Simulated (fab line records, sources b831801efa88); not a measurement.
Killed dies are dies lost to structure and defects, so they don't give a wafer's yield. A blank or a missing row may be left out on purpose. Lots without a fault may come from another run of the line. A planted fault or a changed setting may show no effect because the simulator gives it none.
fab line records | flow sky130
record lots=14 wafers=42 last_day=50
route steps=708 shown VT_ADJUST_HVTR@138 SONOS_ONO@186 RES_PROTECT@215 POLY_GATE@235 PAD_OPEN@708
lots that met no fault: from a run of the same line without faults
start_h: hours from the record's first day to the start of the lot's first wafer shown | wait_h: hours since the lot's step before | " the same as in the row above | L1.1+2: a row that stands for several wafers | - no value, or no start given | * or withheld: withheld | < > ~ a bound
route shown NAME@n: a module of which the file shows steps, and the number in the route of the first | usual: mean/standard deviation of fault-free wafers | same: alike in all rows | chamber/n: place in a boat | sites: the reading at each site | _std_site: their standard deviation | _edge_site: outer sites' mean less inner sites' | radius_mm: how far each site lies from the wafer's centre | mask NAME#n: copy n | behind: the tool/chamber that last shaped the wafer | hold: why the lot was held/for how many hours/how that ended | device: the transistor (n, p or np) that didn't switch | end of line: the same wafers' tests at the end of the route | a step without rows: its recipe alone | killed: dies lost to structure and defects at the first sort, not the wafer's yield | map: a wafer's dies, x killed, . not, _ none there
set.NAME: the setting as run; set.NAME@STEP: as run at that earlier step | model.NAME: the simulator's own value behind a step, which no gauge read
steps of the route over a sample of lots; a table a step, a row a wafer
services: from which hour (start_h, from the record's first day; less than 0 if before it) a tool's chamber was out of use, for how many hours, and why
## steps
# step SKY_VT_ADJUST_HVTR_CD_MEAS_07
# recipe target_cd_nm=380
# usual cd_nm=380.0/2.5
# columns lot.wafer tool chamber start_h wait_h cd_nm
L585.2 cd_sem-02 - 201.89 0.1 379.9
L585.3 " - " " 379.9
L585.4 " - " " 379.8
L587.1 cd_sem-01 - 214.72 0.1 379.5
L587.3 " - " " 379.9
L587.5 " - " " 382.7
L588.2 cd_sem-02 - 229.85 0.1 378.4
L588.4 " - " " 380.1
L588.5 " - " " 378.5
L589.1 cd_sem-01 - 232.88 0.1 379.7
L589.3 " - " " 376.6
L589.4 " - " " 375.8
L590.3 cd_sem-02 - 235.06 0.1 379.1
L590.4 " - " " 376.8
L590.5 " - " " 377.8
L591.3 cd_sem-02 - 255.37 0.1 382.5
L591.5 " - " " 381.4
L591.6 " - " " 383.9
L593.3 cd_sem-02 - 258.66 0.1 381.9
L593.5 " - " " 383.8
L593.6 " - " " 383.4
L598.1 cd_sem-02 - 304.13 0.1 377.3
L598.3 " - " " 378.5
L598.6 " - " " 380.1
L599.3 cd_sem-01 - 304.72 0.1 379.2
L599.5 " - " " 378.1
L599.6 " - " " 379.2
L602.1 cd_sem-02 - 332.02 0.1 380.3
L602.3 " - " " 380.5
L602.6 " - " " 380.5
L603.1 cd_sem-01 - 337.48 0.1 384.6
L603.3 " - " " 382.7
L603.5 " - " " 383.9
L604.1 cd_sem-02 - 356.68 0.1 384.0
L604.5 " - " " 382.4
L604.6 " - " " 381.6
L607.3 cd_sem-02 - 361.76 0.1 382.3
L607.4 " - " " 378.5
L607.5 " - " " 380.2
L608.1 cd_sem-02 - 384.28 0.1 380.4
L608.3 " - " " 379.4
L608.5 " - " " 380.9
# step SKY_SONOS_ONO_WET_ETCH_18
# recipe chemistry=H3PO4 target_depth_nm=15 target=Si3N4 temp_c=160 time_s=172
# usual bath_guard_temp_C=159.7/0.56 bath_heat_duty_pct=27/3.1
# columns lot.wafer tool chamber start_h wait_h bath_guard_temp_C bath_heat_duty_pct
L585.2 wet_bench-01 1 285.04 0.1 158.9 22
L585.3 " 1 " " 158.8 21
L585.4 " 1 " " 159.1 22
L587.1 wet_bench-04 0 295.04 0.1 160.2 25
L587.3 " 0 " " 160.4 23
L587.5 " 0 " " 160.1 24
L588.2 wet_bench-02 2 306.20 0.1 159.0 28
L588.4 " 2 " " 159.8 25
L588.5 " 2 " " 159.3 28
L589.1 wet_bench-04 2 311.50 0.1 160.6 25
L589.3 " 2 " " 160.4 27
L589.4 " 2 " " 160.5 29
L590.3 wet_bench-04 2 312.59 0.0 160.5 26
L590.4 " 2 " " 160.3 28
L590.5 " 2 " " 160.8 28
L591.3 wet_bench-01 3 339.11 0.0 160.4 26
L591.5 " 3 " " 160.6 30
L591.6 " 3 " " 160.0 28
L593.3 wet_bench-01 1 340.05 0.0 158.8 22
L593.5 " 1 " " 158.8 25
L593.6 " 1 " " 158.9 23
L598.1 wet_bench-04 1 391.75 0.1 - -
L598.3 " 1 " " - -
L598.6 " 1 " " - -
L599.3 wet_bench-04 1 393.50 0.0 - -
L599.5 " 1 " " - -
L599.6 " 1 " " - -
L602.1 wet_bench-02 3 420.94 0.1 160.2 31
L602.3 " 3 " " 160.0 31
L602.6 " 3 " " 160.1 28
L603.1 wet_bench-01 2 429.50 0.1 159.2 34
L603.3 " 2 " " 159.3 35
L603.5 " 2 " " 158.9 35
L604.1 wet_bench-04 1 452.94 0.1 159.9 25
L604.5 " 1 " " 160.1 27
L604.6 " 1 " " 160.1 26
L607.3 wet_bench-01 3 458.49 0.0 160.5 28
L607.4 " 3 " " 160.3 30
L607.5 " 3 " " 160.4 27
L608.1 wet_bench-04 3 479.40 0.1 159.5 31
L608.3 " 3 " " 159.8 31
L608.5 " 3 " " 159.7 32
# step SKY_RES_PROTECT_TW_MEAS_08
# usual POLY_GATE_TW=4007/40
# columns lot.wafer tool chamber start_h wait_h POLY_GATE_TW
L585.2 film_metro-01 - 343.33 0.1 3981
L585.3 " - " " 4005
L585.4 " - " " 4000
L587.1 film_metro-04 - 353.98 0.1 3996
L587.3 " - " " 3993
L587.5 " - " " 3994
L588.2 film_metro-04 - 364.95 0.1 3943
L588.4 " - " " 3977
L588.5 " - " " 3992
L589.1 film_metro-03 - 373.18 0.1 4042
L589.3 " - " " 4048
L589.4 " - " " 4023
L590.3 film_metro-04 - 374.80 0.1 3953
L590.4 " - " " 3943
L590.5 " - " " 3942
L591.3 film_metro-03 - 401.76 0.1 4018
L591.5 " - " " 4047
L591.6 " - " " 4030
L593.3 film_metro-03 - 403.35 0.1 4058
L593.5 " - " " 4033
L593.6 " - " " 4034
L598.1 film_metro-01 - 458.68 0.1 3979
L598.3 " - " " 3983
L598.6 " - " " 3994
L599.3 film_metro-01 - 461.06 0.1 3976
L599.5 " - " " 3986
L599.6 " - " " 3996
L602.1 film_metro-03 - 490.17 0.1 4031
L602.3 " - " " 4065
L602.6 " - " " 4073
L603.1 film_metro-01 - 496.55 0.1 3997
L603.3 " - " " 3991
L603.5 " - " " 3988
L604.1 film_metro-01 - 519.04 0.1 3998
L604.5 " - " " 3989
L604.6 " - " " 4013
L607.3 film_metro-04 - 526.05 0.1 3966
L607.4 " - " " 3947
L607.5 " - " " 3951
L608.1 film_metro-04 - 544.84 0.1 3972
L608.3 " - " " 3990
L608.5 " - " " 3971
# step SKY_POLY_GATE_THK_MEAS_21
# recipe reads=SiO2_of_POLY_GATE_OXIDATION_20
# usual POLY_GATE_OXIDATION_THK=4.00/0.083
# columns lot.wafer tool chamber start_h wait_h POLY_GATE_OXIDATION_THK[nm]
L585.2 film_metro-02 - 379.56 0.0 4.08
L585.3 " - " " 4.04
L585.4 " - " " 4.10
L587.1 film_metro-03 - 387.89 0.0 4.00
L587.3 " - " " 3.98
L587.5 " - " " 4.01
L588.2 film_metro-04 - 398.34 0.0 4.02
L588.4 " - " " 3.99
L588.5 " - " " 3.91
L589.1 film_metro-03 - 407.53 0.0 4.10
L589.3 " - " " 4.06
L589.4 " - " " 4.02
L590.3 film_metro-02 - 410.19 0.0 3.84
L590.4 " - " " 3.85
L590.5 " - " " 3.82
L591.3 film_metro-02 - 434.74 0.0 4.05
L591.5 " - " " 4.09
L591.6 " - " " 4.03
L593.3 film_metro-02 - 437.52 0.0 4.03
L593.5 " - " " 4.03
L593.6 " - " " 4.08
L598.1 film_metro-04 - 492.95 0.0 4.05
L598.3 " - " " 4.00
L598.6 " - " " 4.02
L599.3 film_metro-04 - 495.00 0.0 4.02
L599.5 " - " " 3.96
L599.6 " - " " 4.03
L602.1 film_metro-04 - 524.38 0.0 4.13
L602.3 " - " " 3.99
L602.6 " - " " 3.99
L603.1 film_metro-02 - 531.22 0.0 4.05
L603.3 " - " " 3.96
L603.5 " - " " 4.02
L604.1 film_metro-03 - 553.21 0.0 3.87
L604.5 " - " " 3.85
L604.6 " - " " 3.91
L607.3 film_metro-04 - 559.35 0.0 3.94
L607.4 " - " " 3.96
L607.5 " - " " 3.92
L608.1 film_metro-02 - 585.68 0.0 3.95
L608.3 " - " " 3.93
L608.5 " - " " 3.93
# step SKY_PAD_OPEN_PROBE_99
# usual killed_at_M0_to_M3=43/6.3 killed_at_M4_up=3.3/1.7 killed_at_contacts=24/5.4 killed_at_front_end=16/4.6 killed_at_other=0.4/0.7 killed_dies=87/9.4 killed_open=47/6.9 killed_short=39/6.1
# same gross_dies=492 killed_at_back_side=0
# columns lot.wafer tool chamber start_h wait_h killed_at_M0_to_M3 killed_at_M4_up killed_at_contacts killed_at_front_end killed_at_other killed_dies killed_open killed_short
L598.1 prober-02 - 1156.85 0.1 49 3 16 13 0 81 36 42
L598.3 prober-02 - 1156.95 0.2 57 2 18 11 0 88 51 34
L598.6 prober-02 - 1157.10 0.2 56 3 18 13 0 90 56 31
L603.1 prober-01 - 1176.32 0.1 42 3 18 16 0 79 47 32
L603.3 prober-01 - 1176.42 0.2 54 3 18 26 0 101 57 44
L603.5 prober-01 - 1176.52 0.2 51 3 30 17 0 101 50 51
# killed by level:class
L598.1 VIA1:geometric_particle:short=8 VIA3:geometric_particle:open=8 VIA1:geometric_particle:open=6 METAL2:geometric_particle:short=6 LI_CONTACT:geometric_particle:open=5 CONTACT:geometric_particle:open=5 VIA2:geometric_particle:open=5 METAL3:geometric_particle:short=5
L598.3 VIA1:geometric_particle:open=17 VIA3:geometric_particle:open=12 CONTACT:geometric_particle:open=9 VIA1:geometric_particle:short=8 VIA2:geometric_particle:open=6 CONTACT:geometric_particle:short=5 VIA3:geometric_particle:short=5 POLY_GATE:coat_microbubble_printed=3
L598.6 VIA3:geometric_particle:open=14 VIA1:geometric_particle:open=11 VIA2:geometric_particle:open=10 CONTACT:geometric_particle:open=8 METAL2:geometric_particle:short=5 METAL1:geometric_particle:short=4 POLY_GATE:geometric_particle:open=3 LI_CONTACT:geometric_particle:open=3
L603.1 VIA3:geometric_particle:open=14 FIELD_ISO:geometric_particle:open=7 LI_CONTACT:geometric_particle:open=6 VIA1:geometric_particle:open=5 CONTACT:geometric_particle:short=5 METAL1:geometric_particle:short=5 CONTACT:geometric_particle:open=4 METAL2:geometric_particle:short=4
L603.3 VIA3:geometric_particle:open=14 VIA1:geometric_particle:open=9 FIELD_ISO:geometric_particle:open=8 CONTACT:geometric_particle:open=8 VIA2:geometric_particle:open=8 POLY_GATE:geometric_particle:short=7 METAL2:geometric_particle:short=6 METAL1:geometric_particle:short=5
L603.5 VIA1:geometric_particle:open=14 VIA2:geometric_particle:open=10 CONTACT:geometric_particle:open=9 CONTACT:geometric_particle:short=7 VIA1:geometric_particle:short=6 METAL2:geometric_particle:short=6 LI_CONTACT:geometric_particle:short=6 FIELD_ISO:geometric_particle:short=5
## services
# columns tool chamber start_h hours kind
wet_bench-02 - 386.78 1.8 repair
## key
first_sign step=SKY_SONOS_ONO_WET_ETCH_18 reading=tool_record direction=missing
effect none on later readings
met_at SKY_SONOS_ONO_WET_ETCH_18
struck_lots L598,L599
tester_left_out L598,L599
not_acting_at SKY_VT_ADJUST_HVTR_CD_MEAS_07,SKY_RES_PROTECT_TW_MEAS_08,SKY_POLY_GATE_THK_MEAS_21
onset_between 312.59 391.75
fault kind=skipped_step_whole tool=wet_bench-04 chamber=- onset_h=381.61 steps=SKY_SONOS_ONO_WET_ETCH_18 scope=struck_lots_only
# tester_left_out: of these lots the tester's yield and bins aren't shown, on N5 and GAA mostly nor the transistor test; their killed dies are dies lost to structure and defects alone, not to doping, threshold or leakage, so they don't give the yield
